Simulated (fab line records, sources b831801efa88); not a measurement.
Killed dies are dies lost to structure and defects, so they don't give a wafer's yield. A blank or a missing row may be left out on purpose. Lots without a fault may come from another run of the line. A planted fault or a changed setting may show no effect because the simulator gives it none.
One fault seen from 2 desks | flow gf180mcu | each desk has only its own numbers; what lay behind them comes last

THE METROLOGY DESK
What the gauges read, lot by lot, whatever tool the lot ran on: means of the sampled wafers that have a number. A lot is out of limits, marked OUT, if its mean lies more than 4 standard deviations from the usual mean; the brackets give that distance.
Columns: A = HV_LDD_RS at GF_HV_LDD_RS_MEAS_53, usual 418.4 ohm/sq; B = SAB_CVD_00_THK at GF_SAB_THK_MEAS_01, usual 49.9 nm
lot  | first seen here | A     | B
L165 | day 13 12:29    | 419.0 | 50.1
L166 | day 13 16:56    | 419.9 | 49.3
L169 | day 14 14:44    | 420.0 | 50.8
L170 | day 15 04:16    | 417.2 | 50.4
L172 | day 15 16:19    | 418.7 | 49.5
L174 | day 16 13:41    | 418.7 | 49.6
L175 | day 16 14:58    | 417.0 | 46.1 (-5.8) OUT
L176 | day 16 22:05    | 419.1 | 47.5
L177 | day 17 10:21    | 418.2 | 50.9
L178 | day 17 20:59    | 418.9 | 45.9 (-6.1) OUT
L179 | day 18 02:02    | 418.0 | 50.1
L183 | day 19 10:53    | 419.1 | 50.5
L184 | day 19 18:20    | 418.2 | 49.9
This desk's finding: out of limits on L175, L178; first on L175, day 18 18:50 (SAB_CVD_00_THK at GF_SAB_THK_MEAS_01). In limits: L165, L166, L169, L170, L172, L174, L176, L177, L179, L183, L184.

THE TOOL OWNER'S DESK: pecvd-02
The tool's own readings at GF_SAB_CVD_00 (deposits SiO2 from TEOS, target thk 50 nm, time 4.9302 s): means of the sampled wafers that have a number, for each lot that ran on this tool. A lot is out of limits, marked OUT, if its mean lies more than 4 standard deviations from the usual mean; the brackets give that distance.
Columns: A = heater_power_w at GF_SAB_CVD_00, usual 687 W; B = rf_fwd_power_W at GF_SAB_CVD_00, usual 587 W
lot  | first seen here | A   | B
L170 | day 17 04:17    | 633 | 586
L172 | day 17 18:54    | 682 | 586
L175 | day 18 18:48    | 603 | 586
L176 | day 19 00:31    | 646 | 585
L178 | day 19 23:36    | 728 | 587
This desk's finding: nothing out of limits on any of the 5 lots.

PUT TOGETHER
The metrology desk could have raised an alarm at day 18 18:50, on L175, L178.
The tool owner's desk saw nothing out of limits.
The tool owner's desk has L175, L178 on record, within its limits.
Of the lots named, all ran GF_SAB_CVD_00 on pecvd-02.

WHAT THE SIMULATOR HAD PUT IN
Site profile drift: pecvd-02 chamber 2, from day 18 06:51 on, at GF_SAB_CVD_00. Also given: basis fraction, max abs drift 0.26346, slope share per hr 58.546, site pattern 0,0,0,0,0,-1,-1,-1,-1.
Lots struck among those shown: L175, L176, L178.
Hours from the fault's start to each desk's first reading out of limits: the metrology desk, 12.
